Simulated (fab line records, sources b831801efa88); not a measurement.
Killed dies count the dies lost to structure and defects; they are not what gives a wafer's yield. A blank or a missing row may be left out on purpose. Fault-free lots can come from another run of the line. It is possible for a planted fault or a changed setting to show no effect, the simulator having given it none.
2 desks looking at one fault	flow sky130	what lay behind the numbers comes last; until then each desk has only its own

METROLOGY DESK
What the gauges read for every lot (on any tool): the sampled wafers with a number, averaged. A lot is out of limits, marked OUT, if its mean lies more than 4 standard deviations from the usual mean; the brackets give that distance.
Columns: A = cd_nm at SKY_FIELD_ISO_CD_MEAS_13, usual 150.0 nm; B = FIELD_ISO_OXIDATION_01_THK at SKY_FIELD_ISO_THK_MEAS_23, usual 9.93 nm; C = PWDE_TW at SKY_PWDE_TW_MEAS_10, usual 375; D = PWDE_RS at SKY_NWELL_RS_MEAS_31, usual 5271 ohm/sq; E = SONOS_TUNNEL_OVL at SKY_SONOS_TUNNEL_OVL_MEAS_08, usual 0.6 nm
lot	first seen here	A	B	C	D	E
L112	day 2 07:56	149.5	10.17	380	5263	-1.1
L114	day 2 15:55	148.1	9.75	379	5249	1.3
L115	day 2 20:08	150.8	9.76	377	5264	0.9
L117	day 3 08:50	149.3	9.98	376	5269	0.4
L119	day 3 22:01	150.4	9.94	387	4891 (-24) OUT	-1.4
L121	day 4 08:30	148.3	9.59	382	4879 (-24) OUT	1.8
L125	day 5 00:12	151.7	9.62	375	5261	-1.5
L126	day 5 05:37	150.9	10.16	378	5296	0.8
L132	day 6 13:55	149.8	9.88	375	5252	-0.7
L133	day 6 17:37	150.0	9.53	377	5274	3.6
L134	day 7 00:40	154.1	10.01	370	5277	-0.2
L135	day 7 05:55	148.2	10.04	370	5256	-1.4
This desk's result: L119, L121 out of limits, first on L119 (PWDE_RS at SKY_NWELL_RS_MEAS_31), day 7 05:44. In limits: L112, L114, L115, L117, L125, L126, L132, L133, L134, L135.

THE TOOL OWNER'S DESK: implanter-02
The tool's own readings at SKY_PWDE_IMPLANT_08: means of the sampled wafers that have a number, for each lot that ran on this tool. A lot is out of limits, marked OUT, if its mean lies more than 4 standard deviations from the usual mean; the brackets give that distance.
Columns: A = dose_ions_cm2 at SKY_PWDE_IMPLANT_08, usual 3.6e+12; B = faraday_current_uA at SKY_PWDE_IMPLANT_08, usual 20.3
lot	first seen here	A	B
L115	day 4 18:51	3.6e+12	20.2
L119	day 5 16:12	4.0e+12 (+99 or more) OUT	22.6 (+5.8) OUT
L121	day 6 02:12	4.0e+12 (+99) OUT	22.3 (+5.1) OUT
L133	day 8 18:24	3.6e+12	20.4
L134	day 9 00:15	3.6e+12	20.5
L135	day 9 05:07	3.6e+12	20.5
This desk's verdict: out of limits on L119, L121, starting with L119 at day 5 16:12 (dose_ions_cm2 at SKY_PWDE_IMPLANT_08). In limits: L115, L133, L134, L135.

BROUGHT TOGETHER
On L119, L121, at day 5 16:12, an alarm was possible from the tool owner's desk.
L119, L121 would have let the metrology desk raise an alarm at day 7 05:44.
On implanter-02, each named lot ran SKY_PWDE_IMPLANT_08.

WHAT HAD BEEN PUT IN BY THE SIMULATOR
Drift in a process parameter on implanter-02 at SKY_PWDE_IMPLANT_08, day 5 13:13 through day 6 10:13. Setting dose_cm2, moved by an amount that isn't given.
Lots struck among those shown: L119, L121.
Fault start to first reading out of limits, in hours, per desk: tool owner, 3; metrology, 41.
